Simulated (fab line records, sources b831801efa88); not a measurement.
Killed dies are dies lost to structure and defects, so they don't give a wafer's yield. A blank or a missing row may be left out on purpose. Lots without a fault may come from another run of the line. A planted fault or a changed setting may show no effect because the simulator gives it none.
Chamber matching | flow gf180mcu | GF_MIM_CVD_05 on pecvd-01: 3 sister chambers
The step deposits Si3N4, target thk 42 nm, time 29.086 s. 3 wafers are shown with their chamber, then 7 later ones without.

WAFERS WITH THEIR CHAMBER
wafer  | chamber | heater_power_w (W)
L902.3 | 1       | 621
L903.4 | 0       | 591
L903.5 | 2       | 649

WAFERS WITHOUT THEIR CHAMBER
wafer  | heater_power_w (W)
L903.6 | 512
L905.2 | 664
L905.4 | 526
L905.5 | 628
L908.3 | 617
L908.4 | 635
L908.6 | 599

WHICH CHAMBER EACH WENT THROUGH
wafer  | from the rows above          | in truth
L903.6 | can't be placed: 0 or 1 or 2 | 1
L905.2 | can't be placed: 2 or 1 or 0 | 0
L905.4 | can't be placed: 0 or 1 or 2 | 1
L905.5 | can't be placed: 1 or 2 or 0 | 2
L908.3 | can't be placed: 1 or 0 or 2 | 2
L908.4 | can't be placed: 1 or 2 or 0 | 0
L908.6 | can't be placed: 0 or 1 or 2 | 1
Placed correctly: 0 of 7. Can't be placed from these rows: 7 (the true chamber is among the candidates in 7). Placed wrongly: 0.
How it was worked out, from the rows above alone: a wafer's distance from a chamber is the root of the sum, over the readings, of the square of ((its reading less the chamber's mean) divided by the reading's scatter). The wafer belongs to the nearest chamber; if the next one is less than 2 further off, it can't be placed. A chamber's mean is the mean of its shown wafers. The scatter: with one shown wafer a chamber, the root of the mean of the squares of how far each hidden wafer lies from its nearest shown one.
